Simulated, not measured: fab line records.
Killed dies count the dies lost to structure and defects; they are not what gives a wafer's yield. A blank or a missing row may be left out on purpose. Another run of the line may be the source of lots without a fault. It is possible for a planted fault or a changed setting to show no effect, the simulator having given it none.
Problem report in the 8D (eight disciplines) form, filled by code || flow sfq-line || the parts of the form that need people (team, actions taken, sign-off) are left out

== 1. WHAT WENT WRONG ==
time-to-endpoint-s at SFQ_TRILAYER_I6_CMP_CMP_166 reads a mean of 278 s on 5 wafers of 3 lots; wafers without a fault read 211 s with a standard deviation of 5.9. That is +11 standard deviations from the usual mean.
The step: polishes SiO2.
First observed at day 74 08:41: wafer L740.4, on cmp-02. At this step, 45 wafers from 15 lots have a number in the record. By rule, "out" or "out of limits" means more than 4 standard deviations away from the usual mean. The rest of the wafers with a number are treated as sound.

== 2. WHAT THIS IS AND IS NOT ==
{"question": "which readings at this step", "is": "time-to-endpoint-s", "is not": "motor-current-A"}
{"question": "which lots", "is": "L740, L742, L743", "is not": "L738, L739, L749, L751, L752, L754, L755, L756, L758, L759, L760, L761"}
{"question": "which wafers of those lots", "is": "L740.4, L740.6, L742.3, L742.6, L743.3", "is not": "L740.5, L742.5, L743.1, L743.2"}
{"question": "read on which tools", "is": "cmp-02", "is not": "cmp-01"}
{"question": "when", "is": "from day 74 08:41", "is not": "up to then (6 sound wafers); but 34 sound wafers of L740, L742, L743, L749, L751, L752, L754, L755, L756, L758, L759, L760, L761 came after"}

== 3. WHAT RULES OUT EACH SUSPECT ==
Counting: a tool at a process step up to the reading stays a suspect if it ran every lot that is out. Sound lots after the first of them don't rule it out here, since some wafers of a struck lot are sound.
- cmp-02 at SFQ_TRILAYER_I6_CMP_CMP_166 (polishes SiO2): kept. Ran every lot that is out, first one L740 (day 74 08:41); last sound lot up to then L739 (day 73 20:27). Its own readings are out on those wafers: time-to-endpoint-s.
Remaining after the count: cmp-02 at SFQ_TRILAYER_I6_CMP_CMP_166.

== 4. THE CAUSE (what the simulator had put in) ==
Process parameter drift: cmp-02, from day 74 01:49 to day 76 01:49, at SFQ_TRILAYER_I6_CMP_CMP_166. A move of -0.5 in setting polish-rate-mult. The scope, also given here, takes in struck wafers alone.
Only this tool survived the counting.

== 5. THE CHAIN OF EFFECTS, in route order ==
Each row: a reading whose mean over the struck wafers that have a number lies more than 3 standard deviations from the usual. Scope: only readings with a usual standard deviation given in the record; hours: median across lots of the time from each lot's start at the first step in this table that gives one to its start at this step; sigmas: change in usual standard deviations.
{"hours": 0, "step": "SFQ_TRILAYER_I6_CMP_CMP_166", "reading": "time-to-endpoint-s", "usual": "211 s", "on struck wafers": 278, "change": "+67", "sigmas": "+11"}
{"hours": 3, "step": "SFQ_TRILAYER_I6_METRO_MEASURE_167", "reading": "thk-nm", "usual": "199.5 nm", "on struck wafers": 304.5, "change": "+105.0", "sigmas": "+99 or more"}
{"hours": 110, "step": "SFQ_TRILAYER_I6_VIA_ETCH_VIA_ETCH_172", "reading": "oes-product-au", "usual": "0.853 a.u.", "on struck wafers": 0.995, "change": "+0.142", "sigmas": "+25"}
Process steps it contains:
- SFQ_TRILAYER_I6_CMP_CMP_166: polishes SiO2.
- SFQ_TRILAYER_I6_METRO_MEASURE_167
- SFQ_TRILAYER_I6_VIA_ETCH_VIA_ETCH_172: etches SiO2 in CHF3, stops on Nb, target depth 260 nm.

== 6. WHAT WOULD HAVE CAUGHT IT SOONER ==
First out-of-limits reading in this record: day 74 08:41, which is 7 hours after fault onset at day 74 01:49.
